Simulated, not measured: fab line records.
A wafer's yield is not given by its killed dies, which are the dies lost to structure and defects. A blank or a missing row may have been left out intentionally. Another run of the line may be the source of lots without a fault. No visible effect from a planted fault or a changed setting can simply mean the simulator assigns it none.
Comparing a struck lot with a sound one / flow sky130 / 44 steps out of a route of 708
Sound: the wafers L136.1, L136.2, L136.3. Struck: wafer L145.4. (L145.1, L145.5 of the same lot were not struck and are left out.) The cause comes at the end.
For every step that has rows: the tool of each side, followed by ch and its chambers, followed by its first start. Under that, the readings that differ: sound wafers / struck wafers / difference of the means / sigmas: that difference in standard deviations of wafers without a fault.
alike: words and numbers the same on both sides, and readings whose means are apart by under 2 such deviations; not compared: readings that were withheld, readings missing a value for some wafer, numbers with overlapping values and no deviation given by the record, and bounds like >300 which may hide the same value.
Wherever a step has rows on one side only, a row that says differs or no value, or a row with sigmas, the two part there. When numbers do not overlap yet have no deviation, they are printed without sigmas and do not part them. Lack of a reading on every wafer of one side parts them only where that side has two or more wafers.

first, 3 steps without rows for these wafers: SKY_VIA2_CLEAN_18 (cleans in IPA, time 180 s); SKY_VIA2_CLEAN_19 (cleans in O3/DIW); SKY_VIA2_SPUTTER_20 (material TiN, target thk 20 nm, time 80 s).
SKY_VIA2_CVD_21: deposits W, target thk 420 nm, time 126.4 s.
  sound on cvd_w-01 ch 0,1, day 38 21:01; struck on cvd_w-02 ch 0, day 40 11:07
  alike: heater_power_w
SKY_VIA2_RS_MEAS_22: a four-point-probe measurement.
  struck on film_metro-04, day 40 11:14; sound on film_metro-04, day 38 21:09
reading=VIA2_W_RS (ohm/sq); sound=0.2740 0.2781 0.2775; struck=0.2672; difference=-0.0093; sigmas=-3
SKY_VIA2_THK_MEAS_23: measures by xrf.
  struck on film_metro-04, day 40 11:22; sound on film_metro-04, day 38 21:16
reading=VIA2_W_THK (nm); sound=424 415 414; struck=429; difference=+11; sigmas=+2
then, 2 steps without rows for these wafers: SKY_VIA2_CMP_24 (polishes, stops on SiO2, t overpolish 20 s, target thk 0 nm); SKY_METAL3_SPUTTER_00 (material Ti, target thk 15 nm, time 10 s).
SKY_METAL3_SPUTTER_01: material TiN, target thk 20 nm, time 16.7 s.
  struck on pvd_sputter-03, day 40 11:44; sound on pvd_sputter-04, day 38 21:39
  alike: throttle_valve_pct
SKY_METAL3_SPUTTER_02: material AlCu, target thk 735 nm, time 39.1 s.
  struck on pvd_sputter-03, day 40 11:46; sound on pvd_sputter-04, day 38 21:40
  alike: throttle_valve_pct
SKY_METAL3_SPUTTER_03: material Ti, target thk 5 nm, time 3.3 s.
  struck on pvd_sputter-03, day 40 11:49; sound on pvd_sputter-04, day 38 21:43
  alike: throttle_valve_pct
then, 1 step without rows for these wafers: SKY_METAL3_SPUTTER_04 (material TiN, target thk 70 nm, time 58.3 s).
SKY_CAPM_CVD_00: deposits SiO2, target thk 15.5 nm.
  sound on pecvd-03 ch 0,1,2, day 38 21:47; struck on pecvd-01 ch 0, day 40 11:52
  alike: heater_power_w
SKY_CAPM_THK_MEAS_01:
  struck on film_metro-04, day 40 11:54; sound on film_metro-02, day 38 21:48
reading=CAPM_CVD_00_THK (nm); sound=15.14 15.13 15.27; struck=13.81; difference=-1.37; sigmas=-7
SKY_CAPM_SPUTTER_02: material TiN, target thk 200 nm, time 166.7 s.
  struck on pvd_sputter-01, day 40 11:58; sound on pvd_sputter-02, day 38 21:52
  alike: throttle_valve_pct
SKY_CAPM_RS_MEAS_03: a four-point-probe measurement.
  struck on film_metro-03, day 40 12:04; sound on film_metro-03, day 38 21:58
  alike: CAPM_TIN_RS
SKY_CAPM_THK_MEAS_04: measures by xrf.
  struck on film_metro-03, day 40 12:11; sound on film_metro-03, day 38 22:05
  alike: CAPM_TIN_THK
then, 7 steps without rows for these wafers: SKY_CAPM_DEHYDRATE_05 (time 60 s); SKY_CAPM_HMDS_06 (prime time 60 s); SKY_CAPM_COAT_07 (resist thk 1140 nm); SKY_CAPM_SOFTBAKE_08 (time 60 s); SKY_CAPM_EXPOSE_09 (exposes mask CAPM, target cd 1000 nm); SKY_CAPM_PEB_10; SKY_CAPM_DEVELOP_11 (develop time 60 s).
SKY_CAPM_OVL_MEAS_12:
  struck on overlay-02, day 41 11:28; sound on overlay-01, day 39 22:23
  alike: CAPM_OVL
then, 13 steps without rows for these wafers: SKY_CAPM_METAL_ETCH_13 (etches TiN in Cl2/BCl3, stops on SiO2, target depth 220 nm, time 62.9 s); SKY_CAPM_STRIP_14 (strips in O2/N2); SKY_CAPM_STRIP_15 (strips in post etch residue remover, time 1200 s); SKY_CAPM_CLEAN_16 (cleans in IPA, time 180 s); SKY_CAPM_CLEAN_17 (cleans in O3/DIW); SKY_METAL3_DEHYDRATE_05 (time 60 s); SKY_METAL3_HMDS_06 (prime time 60 s); SKY_METAL3_COAT_07 (resist thk 60 nm); SKY_METAL3_COAT_08 (resist thk 1140 nm); SKY_METAL3_SOFTBAKE_09 (time 90 s); SKY_METAL3_EXPOSE_10 (exposes mask MM3, target cd 300 nm); SKY_METAL3_PEB_11; SKY_METAL3_DEVELOP_12 (develop time 60 s).
SKY_METAL3_CD_MEAS_13 targets a cd of 300 nm.
  struck on cd_sem-01, day 42 12:22; sound on cd_sem-02, day 40 22:44
reading=cd_nm (nm); sound=298.4 298.3 297.6; struck=301.4; difference=+3.3; sigmas=+2
SKY_METAL3_OVL_MEAS_14:
  struck on overlay-01, day 42 12:29; sound on overlay-02, day 40 22:52
  alike: METAL3_OVL
then, 2 steps without rows for these wafers: SKY_METAL3_DESCUM_15 (chemistry O2, time 8 s); SKY_METAL3_ETCH_16 (etches BARC in N2/H2, stops on SiO2, time 88.2 s, target depth 60 nm).
SKY_METAL3_ETCH_17: etches SiO2 in C4F8/O2/Ar, stops on TiN, time 3.9 s, target depth 15 nm.
  sound on rie_diel-04 ch 1,2,3, day 40 23:02; struck on rie_diel-03 ch 0, day 42 12:40
reading=oes_product_au (a.u.); sound=0.740 0.749 0.750; struck=0.701; difference=-0.045; sigmas=-7
reading=rf_hours_counter_h (h); sound=18 19 18; struck=14; difference=-4; sigmas=
-- the record jumps here: 7 days lie between the struck wafers' starts before and after (it left off in module METAL3 and takes up again in module PAD_OPEN, whose first step shown is number 708 of the route) --
SKY_PAD_OPEN_PROBE_99:
  struck on prober-01, day 49 00:40; sound on prober-01, day 47 17:55
reading=defect_limited_yield (%); sound=81.5 78.9 82.1; struck=85.6; difference=+4.8; sigmas=+3
reading=killed_at_M0_to_M3; sound=59 67 48; struck=34; difference=-24; sigmas=-3
reading=killed_dies; sound=91 104 88; struck=71; difference=-23; sigmas=-3
reading=killed_open; sound=57 63 44; struck=35; difference=-20; sigmas=-3
reading=model.etest.tester.sort_n_pass; sound=401 388 404; struck=363; difference=-35; sigmas=
reading=model.etest.tester.sort_yield_pct (%); sound=81.5 78.86 82.11; struck=73.78; difference=-7.04; sigmas=
reading=model.etest.tester.sort_bin_5_pct (%); sound=11.38 11.18 10.77; struck=20.33; difference=+9.22; sigmas=
reading=model.etest.cap_mim.c_ff_um2_rim_less_centre; sound=0.03095 0.005814 -0.01238; struck=0.7635; difference=+0.7554; sigmas=
reading=model.etest.tester.sort_bin_8_pct (%); sound=0 0 0; struck=1.204e-05; difference=+1.204e-05; sigmas=
  alike: killed_at_M4_up, killed_at_contacts, killed_at_front_end, killed_at_other, killed_short

WHERE THEY PART
At SKY_VIA2_RS_MEAS_22 first; at SKY_PAD_OPEN_PROBE_99 last (within this record only).

WHY: the cause the simulator had injected
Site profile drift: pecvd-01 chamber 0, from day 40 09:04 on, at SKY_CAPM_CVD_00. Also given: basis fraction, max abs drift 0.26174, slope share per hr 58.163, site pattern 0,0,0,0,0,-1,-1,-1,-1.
